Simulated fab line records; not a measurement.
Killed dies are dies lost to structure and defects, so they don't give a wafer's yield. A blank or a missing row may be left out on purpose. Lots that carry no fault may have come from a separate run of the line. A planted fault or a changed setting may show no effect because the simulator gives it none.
Struck lot and sound lot, side by side / flow sky130 / 16 steps out of a route of 708
Sound: these wafers, L746.1, L746.2, L746.3. Struck: wafer L758.4 (L758.1, L758.2, from the same lot, were not struck and are left out); the cause is given at the end.
Order at every step that has rows: each side's tool, ch and its chambers, its first start. Under that, the readings that differ: sound wafers / struck wafers / difference of the means / sigmas: that difference in standard deviations of wafers without a fault.
alike: same words and numbers on both sides, and readings whose means sit less than 2 such deviations apart. not compared: any withheld reading, any reading some wafer has no value for, any bound like >300 that may hide the same value, and any number with overlapping values for which the record gives no deviation.
The two part at a step that has a row with sigmas, a row that says differs or no value, or rows on one side only. Numbers that don't overlap but have no deviation are shown without sigmas and don't part them. Lack of a reading on every wafer of one side parts them only where that side has two or more wafers.

SKY_VIA2_BOW_MEAS_03:
  sound on filmMetro-02 at day 35 15:00; struck on filmMetro-01 at day 38 23:44
  alike: VIA2_BOW
then, 8 steps without rows for these wafers: SKY_VIA2_DEHYDRATE_04 (time 60 s); SKY_VIA2_HMDS_05 (prime time 60 s); SKY_VIA2_COAT_06 (resist thk 60 nm); SKY_VIA2_COAT_07 (resist thk 450 nm); SKY_VIA2_SOFTBAKE_08 (time 90 s); SKY_VIA2_EXPOSE_09 (exposes mask VIM2, target cd 200 nm); SKY_VIA2_PEB_10; SKY_VIA2_DEVELOP_11 (develop time 60 s).
SKY_VIA2_CD_MEAS_12: target cd 200 nm.
  sound on cdSem-02 at day 36 15:59; struck on cdSem-02 at day 40 00:14
  alike: cdNm
SKY_VIA2_OVL_MEAS_13:
  sound on overlay-02 at day 36 16:06; struck on overlay-01 at day 40 00:22
reading=VIA2_OVL (nm); sound=-6 -8 -14; struck=7; difference=+16; sigmas=+3
SKY_VIA2_ETCH_14: etches BARC in N2/H2, stops on SiO2, time 47.49 s, target depth 60 nm.
  sound on rieDiel-01 ch 1,2,3, day 36 16:08; struck on rieDiel-01 ch 2, day 40 00:23
  alike: drypumpMotorCurrentA, oesProductAu, throttleValvePct
  not compared: rfHoursCounterH
SKY_VIA2_ETCH_15: etches SiO2 in C4F8/O2/Ar, stops on TiN, target depth 546 nm, time 84 s.
  sound on rieDiel-01 ch 1,2,3, day 36 16:10; struck on rieDiel-01 ch 2, day 40 00:26
reading=model.KrF-thick_of_VIA2_COAT_07.thkNm (nm); sound=279.7 281 279.2; struck=225.4; difference=-54.6; sigmas=
reading=model.VIA2.featureDepthNm (nm); sound=494.4 496.4 496.6; struck=503.1; difference=+7.3; sigmas=
reading=model.TiN_of_METAL2_SPUTTER_04.thkNm (nm); sound=69.98 68.88 69.72; struck=60.74; difference=-8.79; sigmas=
  alike: biasW, oesProductAu
  not compared: rfHoursCounterH
SKY_VIA2_STRIP_16: strips in O2/N2.
  sound on plasmaAsher-04 ch 0,1, day 36 16:14; struck on plasmaAsher-01 ch 0, day 40 00:30
reading=oesProductAu (a.u.); sound=0.393 0.410 0.394; struck=0.373; difference=-0.026; sigmas=-6
reading=stripTimeToEndpointS (s); sound=4.017 4.017 4.008; struck=3.420; difference=-0.594; sigmas=-26
  alike: drypumpMotorCurrentA
  not compared: rfHoursCounterH
then, 1 step without rows for these wafers: SKY_VIA2_STRIP_17 (strips in post etch residue remover, time 1200 s).
SKY_PAD_OPEN_PROBE_99:
  sound wafers here have rows in the record (prober-02, day 46 01:42); struck ones have none

## WHERE THEY PART
Earliest at SKY_VIA2_OVL_MEAS_13; latest, in this record, at SKY_PAD_OPEN_PROBE_99.

WHY: what the simulator had put in
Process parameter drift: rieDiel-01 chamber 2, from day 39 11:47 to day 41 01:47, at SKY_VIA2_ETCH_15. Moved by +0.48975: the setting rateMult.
